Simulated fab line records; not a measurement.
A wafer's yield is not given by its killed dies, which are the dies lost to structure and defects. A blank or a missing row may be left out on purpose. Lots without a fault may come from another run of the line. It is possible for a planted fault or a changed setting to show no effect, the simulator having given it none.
The tool behind it: which one?	flow sky130	24 lots, 72 wafers sampled, at 4 steps of a route of 708

WHAT EACH GAUGE READ, for each wafer
SKY_METAL2_RS_MEAS_05: a four-point-probe measurement.
lot	measured	on	METAL2_ALCU_RS (ohm/sq)
L074	day 34 05:50	filmMetro-02	0.1254 0.1262 0.1268
L075	day 34 12:23	filmMetro-04	0.1261 0.1254 0.1264
L076	day 34 12:28	filmMetro-02	0.1253 0.1262 0.1263
L077	day 35 06:04	filmMetro-04	0.1276 0.1287 0.1264
L078	day 35 10:55	filmMetro-02	0.1266 0.1272 0.1271
L079	day 35 21:15	filmMetro-02	0.1271 0.1271 0.1259
L080	day 36 00:14	filmMetro-04	0.1253 0.1267 0.1264
L081	day 36 04:15	filmMetro-04	0.1277 0.1267 0.1284
L082	day 36 15:43	filmMetro-03	0.1254 0.1247 0.1256
L083	day 36 22:38	filmMetro-04	0.1258 0.1250 0.1256
L084	day 37 07:38	filmMetro-04	0.1270 0.1257 0.1279
L085	day 37 05:58	filmMetro-03	0.1257 0.1260 0.1271
L086	day 37 15:04	filmMetro-03	0.1265 0.1281 0.1266
L087	day 37 23:07	filmMetro-03	0.1280 0.1266 0.1259
L088	day 38 03:08	filmMetro-02	0.1276 0.1280 0.1272
L089	day 38 13:54	filmMetro-02	0.1265 0.1272 0.1264
L090	day 39 04:54	filmMetro-04	0.1287 0.1281 0.1285
L091	day 39 19:05	filmMetro-03	0.1274 0.1288 0.1286
L092	day 39 21:19	filmMetro-02	0.1264 0.1270 0.1266
L093	day 39 20:38	filmMetro-03	0.1240 0.1244 0.1247
L094	day 40 00:00	filmMetro-02	0.1264 0.1282 0.1279
L095	day 40 11:22	filmMetro-02	0.1270 0.1248 0.1258
L096	day 40 18:20	filmMetro-02	0.1273 0.1283 0.1268
L097	day 41 00:09	filmMetro-04	0.1260 0.1268 0.1251

SKY_CAP2M_THK_MEAS_01.
lot	measured	on	CAP2M_CVD_00_THK (nm)
L074	day 39 22:26	filmMetro-04	15.38 15.33 15.73
L075	day 40 01:31	filmMetro-04	15.69 15.62 15.59
L076	day 40 05:31	filmMetro-03	15.22 15.32 15.74
L077	day 40 18:58	filmMetro-03	15.42 15.33 15.66
L078	day 41 00:35	filmMetro-03	15.58 15.73 15.77
L079	day 41 11:25	filmMetro-02	15.25 15.80 15.89
L080	day 41 12:34	filmMetro-04	15.57 15.67 15.79
L081	day 41 17:16	filmMetro-03	15.58 15.56 15.64
L082	day 42 02:40	filmMetro-04	15.76 15.55 15.77
L083	day 42 10:04	filmMetro-04	15.66 15.70 15.93
L084	day 42 18:29	filmMetro-04	15.74 15.82 15.97
L085	day 42 14:25	filmMetro-04	15.57 15.81 15.70
L086	day 42 23:55	filmMetro-02	15.61 15.70 15.80
L087	day 43 09:02	filmMetro-04	15.28 15.55 15.59
L088	day 43 09:27	filmMetro-04	15.42 15.38 15.82
L089	day 43 20:31	filmMetro-03	15.29 15.66 15.57
L090	day 44 08:39	filmMetro-04	15.99 15.70 16.23
L091	day 44 22:23	filmMetro-03	15.56 15.86 15.81
L092	day 45 00:15	filmMetro-03	15.47 15.36 15.76
L093	day 44 23:41	filmMetro-04	15.74 15.75 16.06
L094	day 45 04:09	filmMetro-02	15.71 15.47 15.58
L095	day 45 12:38	filmMetro-04	15.52 15.76 15.99
L096	day 45 21:05	filmMetro-02	15.55 15.53 15.68
L097	day 46 00:34	filmMetro-02	15.87 15.99 15.78

EACH LOT AND THE TOOL THAT RAN IT (in order: tool; ch and the chambers of the sampled wafers; start)
lot	SKY_FIELD_ISO_ETCH_14	SKY_VIA1_ETCH_15
L074	rieDiel-01 ch 0,1,2, day 2 04:26	rieDiel-02 ch 0,2,3, day 34 04:25
L075	rieDiel-01 ch 0,1, day 2 09:41	rieDiel-02 ch 0,1,2, day 34 10:56
L076	rieDiel-04 ch 1,2,3, day 2 14:46	rieDiel-03 ch 0,1,2, day 34 11:01
L077	rieDiel-01 ch 1,2,3, day 2 20:28	rieDiel-03 ch 0,2,3, day 35 04:38
L078	rieDiel-03 ch 0,1,3, day 3 01:05	rieDiel-04 ch 0,3, day 35 09:26
L079	rieDiel-03 ch 1,2, day 3 10:01	rieDiel-03 ch 1,3, day 35 19:50
L080	rieDiel-04 ch 0,1,2, day 3 12:14	rieDiel-03 ch 1,2,3, day 35 22:47
L081	rieDiel-04 ch 1,3, day 3 18:49	rieDiel-02 ch 0,1,2, day 36 02:47
L082	rieDiel-01 ch 2,3, day 3 23:58	rieDiel-04 ch 0,1, day 36 13:59
L083	rieDiel-03 ch 2,3, day 4 03:04	rieDiel-02 ch 1,2, day 36 21:10
L084	rieDiel-03 ch 0,3, day 4 09:10	rieDiel-04 ch 0,2, day 37 06:13
L085	rieDiel-03 ch 0,2,3, day 4 13:46	rieDiel-04 ch 0,1,3, day 37 04:32
L086	rieDiel-03 ch 0,2,3, day 4 18:40	rieDiel-02 ch 0,1,3, day 37 13:32
L087	rieDiel-04 ch 0,1,2, day 5 01:07	rieDiel-02 ch 0,1,3, day 37 21:29
L088	rieDiel-03 ch 1,2, day 5 06:34	rieDiel-03 ch 0,2, day 38 01:44
L089	rieDiel-04 ch 1,2, day 5 10:28	rieDiel-03 ch 0,1,2, day 38 12:26
L090	rieDiel-04 ch 0,1,3, day 5 16:31	rieDiel-04 ch 1,2, day 38 23:38
L091	rieDiel-04 ch 1,2,3, day 6 00:04	rieDiel-03 ch 0,1,2, day 39 17:38
L092	rieDiel-03 ch 0,1,3, day 6 02:23	rieDiel-03 ch 0,2,3, day 39 19:53
L093	rieDiel-03 ch 1,2, day 6 06:46	rieDiel-02 ch 2,3, day 39 19:10
L094	rieDiel-01 ch 0,2,3, day 6 12:08	rieDiel-04 ch 0,1,2, day 39 22:31
L095	rieDiel-04 ch 2,3, day 6 18:53	rieDiel-03 ch 0,2,3, day 40 09:57
L096	rieDiel-03 ch 0,1,3, day 7 02:50	rieDiel-02 ch 1,3, day 40 16:50
L097	rieDiel-04 ch 0,1,3, day 7 04:43	rieDiel-04 ch 0,3, day 40 22:42
- SKY_FIELD_ISO_ETCH_14: etches BARC in N2/H2, stops on SiO2, time 45.9 s, target depth 60 nm.
- SKY_VIA1_ETCH_15: etches SiO2 in C4F8/O2/Ar, stops on TiN, target depth 351 nm, time 54 s.

WHAT THE TOOLS THEMSELVES READ (means of the sampled wafers that have a number; where no wafer has one, the mark that the record gives instead)
SKY_FIELD_ISO_ETCH_14.
lot	tool	drypumpMotorCurrentA (A)	oesProductAu (a.u.)	throttleValvePct (%)
L074	rieDiel-01	5.7	0.852	13.222
L075	rieDiel-01	5.6	0.857	13.219
L076	rieDiel-04	5.3	0.859	13.224
L077	rieDiel-01	5.7	0.854	13.227
L078	rieDiel-03	5.9	0.855	13.227
L079	rieDiel-03	5.9	0.859	13.222
L080	rieDiel-04	5.2	0.860	13.213
L081	rieDiel-04	5.3	0.859	13.224
L082	rieDiel-01	5.8	0.850	13.221
L083	rieDiel-03	5.7	0.853	13.232
L084	rieDiel-03	5.7	0.857	13.224
L085	rieDiel-03	5.8	0.857	13.224
L086	rieDiel-03	5.8	0.853	13.230
L087	rieDiel-04	5.3	0.853	13.218
L088	rieDiel-03	6.0	0.857	13.225
L089	rieDiel-04	5.2	0.856	13.219
L090	rieDiel-04	5.2	0.854	13.222
L091	rieDiel-04	5.3	0.856	13.226
L092	rieDiel-03	5.9	0.855	13.210
L093	rieDiel-03	6.0	0.855	13.229
L094	rieDiel-01	5.8	0.858	13.227
L095	rieDiel-04	5.4	0.857	13.228
L096	rieDiel-03	5.9	0.853	13.225
L097	rieDiel-04	5.2	0.851	13.222

SKY_VIA1_ETCH_15.
lot	tool	oesProductAu (a.u.)
L074	rieDiel-02	0.980
L075	rieDiel-02	0.978
L076	rieDiel-03	0.986
L077	rieDiel-03	0.979
L078	rieDiel-04	0.984
L079	rieDiel-03	0.976
L080	rieDiel-03	0.979
L081	rieDiel-02	0.977
L082	rieDiel-04	0.980
L083	rieDiel-02	0.978
L084	rieDiel-04	0.984
L085	rieDiel-04	0.986
L086	rieDiel-02	0.979
L087	rieDiel-02	0.977
L088	rieDiel-03	0.974
L089	rieDiel-03	0.989
L090	rieDiel-04	0.988
L091	rieDiel-03	0.977
L092	rieDiel-03	0.985
L093	rieDiel-02	0.979
L094	rieDiel-04	0.981
L095	rieDiel-03	0.982
L096	rieDiel-02	0.977
L097	rieDiel-04	0.981

THE ANSWER, worked out from the rows above alone
Rule: what is usual is taken from the lots themselves. The widest of any qualifying gaps counts: lots, ordered by their means at a reading, are off when they make up no more than a third of the lots, leave a main group of 4 or more, and stand apart from it by 3 or more times the standard deviation of that group's means. A main group is skipped when, at the precision printed for the reading in the tables above, its means are all equal. Also off: a lot with no number at a reading for which 4 or more lots have one. The other lots that the step has rows for count as sound. The gauges are gone through in route order, then the tools' own readings, and for those a lot's mean is taken as printed above. At the first step where some lot is off, the reading lying furthest off is the one used; lots without a number count as furthest.
None of the lots is off at any reading shown; this tells nothing.

WHAT THE SIMULATOR PUT IN
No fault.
